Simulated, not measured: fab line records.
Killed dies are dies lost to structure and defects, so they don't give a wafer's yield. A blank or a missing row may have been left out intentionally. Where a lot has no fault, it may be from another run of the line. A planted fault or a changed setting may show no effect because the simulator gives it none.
A single fault, viewed from 2 desks + flow sky130 + each desk has only its own numbers; what lay behind them comes last

## FROM THE METROLOGY DESK
What the gauges read, lot by lot, whatever tool the lot ran on: means of the sampled wafers that have a number. If a lot's mean is further than 4 standard deviations from the usual mean, the lot is out of limits and carries the mark OUT (the distance appears in the brackets).
Columns: A = GATE_OXIDE_OVL at SKY_GATE_OXIDE_OVL_MEAS_10, usual -0.2 nm; B = GATE_OXIDE_TW at SKY_GATE_OXIDE_TW_MEAS_14, usual 222.0
| lot  | first seen here | A    | B     |
|------|-----------------|------|-------|
| L673 | day 14 23:10    | 0.0  | 221.2 |
| L683 | day 18 16:52    | -1.1 | 221.1 |
| L684 | day 18 23:46    | -2.4 | 222.2 |
| L686 | day 19 16:34    | -0.4 | 222.8 |
| L688 | day 20 08:26    | 0.7  | 222.1 |
| L692 | day 21 22:01    | -0.6 | 221.0 |
This desk found nothing out of limits on any of the 6 lots.

## AT THE TOOL OWNER'S DESK: furnace-01
The tool's own readings at SKY_GATE_OXIDE_OXIDATION_16 (stabilise 600 s, purge 300 s, target thk 3.57 nm): means of the sampled wafers that have a number, for each lot that ran on this tool. If a lot's mean is further than 4 standard deviations from the usual mean, the lot is out of limits and carries the mark OUT (the distance appears in the brackets). It has 10 readings, of which 7 appear: the earliest out of limits, and the ones furthest out on some lot.
Columns: A = spike_tc_bottom_C at SKY_GATE_OXIDE_OXIDATION_16, usual 821.6 C; B = spike_tc_centre_C at SKY_GATE_OXIDE_OXIDATION_16, usual 800.3 C; C = spike_tc_lower_C at SKY_GATE_OXIDE_OXIDATION_16, usual 801.1 C; D = spike_tc_top_C at SKY_GATE_OXIDE_OXIDATION_16, usual 816.2 C; E = spike_tc_upper_C at SKY_GATE_OXIDE_OXIDATION_16, usual 799.3 C; F = tube_center_temp_C at SKY_GATE_OXIDE_OXIDATION_16, usual 800 C; G = tube_center_temp_C_max at SKY_GATE_OXIDE_OXIDATION_16, usual 802.1
| lot  | first seen here | A               | B               | C                | D                | E                | F                     | G               |
|------|-----------------|-----------------|-----------------|------------------|------------------|------------------|-----------------------|-----------------|
| L673 | day 14 23:55    | 821.2           | 800.0           | 802.9            | 814.2            | 798.8            | 800                   | 802.4           |
| L683 | day 18 19:50    | 808.6 (-11) OUT | 788.4 (-12) OUT | 790.2 (-9.1) OUT | 802.5 (-6.0) OUT | 787.7 (-7.7) OUT | 788 (-99 or more) OUT | 790.4 (-35) OUT |
| L684 | day 19 01:23    | 808.3 (-11) OUT | 788.8 (-11) OUT | 789.8 (-9.4) OUT | 803.3 (-5.6) OUT | 786.2 (-8.7) OUT | 788 (-99 or more) OUT | 790.3 (-36) OUT |
| L692 | day 22 00:02    | 820.8           | 800.3           | 800.6            | 814.9            | 797.9            | 800                   | 801.9           |
This desk's verdict: out of limits on L683, L684, starting with L683 at day 18 19:50 (spike_tc_bottom_C at SKY_GATE_OXIDE_OXIDATION_16). L673, L692 stayed within limits.

## PUT TOGETHER
The tool owner's desk had the chance to raise an alarm at day 18 19:50 on L683, L684.
The metrology desk saw nothing out of limits.
The metrology desk holds a record of L683, L684, inside its limits.
The lots listed all ran SKY_GATE_OXIDE_OXIDATION_16 on furnace-01.

## WHAT HAD BEEN PUT IN BY THE SIMULATOR
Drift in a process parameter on furnace-01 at SKY_GATE_OXIDE_OXIDATION_16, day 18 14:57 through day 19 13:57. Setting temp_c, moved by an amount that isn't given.
Shown lots that were struck: L683, L684.
Hours from the fault's start to each desk's first reading out of limits: the tool owner's desk, 5.
